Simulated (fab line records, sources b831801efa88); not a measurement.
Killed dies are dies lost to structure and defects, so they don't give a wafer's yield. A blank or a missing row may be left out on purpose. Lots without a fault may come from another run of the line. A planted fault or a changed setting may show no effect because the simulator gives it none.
Split-lot experiment | flow gf180mcu | 5 lots, 23 wafers read, on a route of 602 steps

THE SPLIT
At GF_HV_LDD_IMPLANT_21, the setting dose_cm2 was moved away from the recipe's 5e+13 on 10 of the 23 wafers read, by -16.1% to +9.4%. The other wafers ran this setting at the recipe's value.

FROM THE SPLIT TO THE READING: what the file shows between them, 1 step
- GF_HV_LDD_STRIP_22: strips in O2/N2

THE READING
HV_LDD_2_TW, at GF_HV_LDD_TW_MEAS_23. Fault-free wafers of this fab line usually give 1055, standard deviation 14.

wafer  | tool, chamber at the split | dose_cm2 as run | against the recipe | HV_LDD_2_TW | against lot-mates on the recipe
L079.1 | implanter-02, 0            | 5.47e+13        | +9.4%              | 1094        | +34
L079.2 | implanter-02, 0            | 5.47e+13        | +9.4%              | 1092        | +32
L079.4 | implanter-02, 0            | 5e+13           | recipe             | 1060        | -
L079.5 | implanter-02, 0            | 5.47e+13        | +9.4%              | 1088        | +28
L079.6 | implanter-02, 0            | 5e+13           | recipe             | 1060        | -
L082.2 | implanter-03, 0            | 5e+13           | recipe             | 1045        | -
L082.3 | implanter-03, 0            | 4.194e+13       | -16.1%             | 993         | -52
L082.4 | implanter-03, 0            | 4.194e+13       | -16.1%             | 987         | -58
L082.5 | implanter-03, 0            | 5e+13           | recipe             | 1043        | -
L082.6 | implanter-03, 0            | 5e+13           | recipe             | 1046        | -
L083.2 | implanter-02, 0            | 5e+13           | recipe             | 1040        | -
L083.4 | implanter-02, 0            | 5e+13           | recipe             | 1035        | -
L083.5 | implanter-02, 0            | 5e+13           | recipe             | 1037        | -
L084.1 | implanter-01, 0            | 5.414e+13       | +8.3%              | 1069        | +24
L084.2 | implanter-01, 0            | 5e+13           | recipe             | 1043        | -
L084.3 | implanter-01, 0            | 5.414e+13       | +8.3%              | 1065        | +20
L084.5 | implanter-01, 0            | 5e+13           | recipe             | 1046        | -
L084.6 | implanter-01, 0            | 5e+13           | recipe             | 1046        | -
L085.1 | implanter-03, 0            | 5.324e+13       | +6.5%              | 1090        | +18
L085.2 | implanter-03, 0            | 5.324e+13       | +6.5%              | 1090        | +18
L085.3 | implanter-03, 0            | 5e+13           | recipe             | 1072        | -
L085.4 | implanter-03, 0            | 5.324e+13       | +6.5%              | 1089        | +16
L085.6 | implanter-03, 0            | 5e+13           | recipe             | 1073        | -

THE FIT
A straight line over all 23 wafers: HV_LDD_2_TW changes by +3.93 for each +1% of dose_cm2; r = +0.91; the points scatter about the line by 12.
The same after taking each lot's own level away (the mean of its wafers on the recipe; 23 wafers): +3.22 for each +1%; r = +0.99; scatter 2.7.
On that fit, the largest move of dose_cm2 shifts the reading by 52.
The lots' own levels span 1037.3 to 1072.5, that is 2.5 times the standard deviation above.
So the lot-to-lot level changes the slope: the two fits differ.
Check: with one of the wafers moved furthest among these (-16.1%) left out of the fit, the line predicts -53.6 for it against its lot-mates. It came out at -51.7 against them.

THE FILE'S OWN FIT
HV_LDD_2_TW changes by +3.19 for each +1% of dose_cm2, r = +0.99.
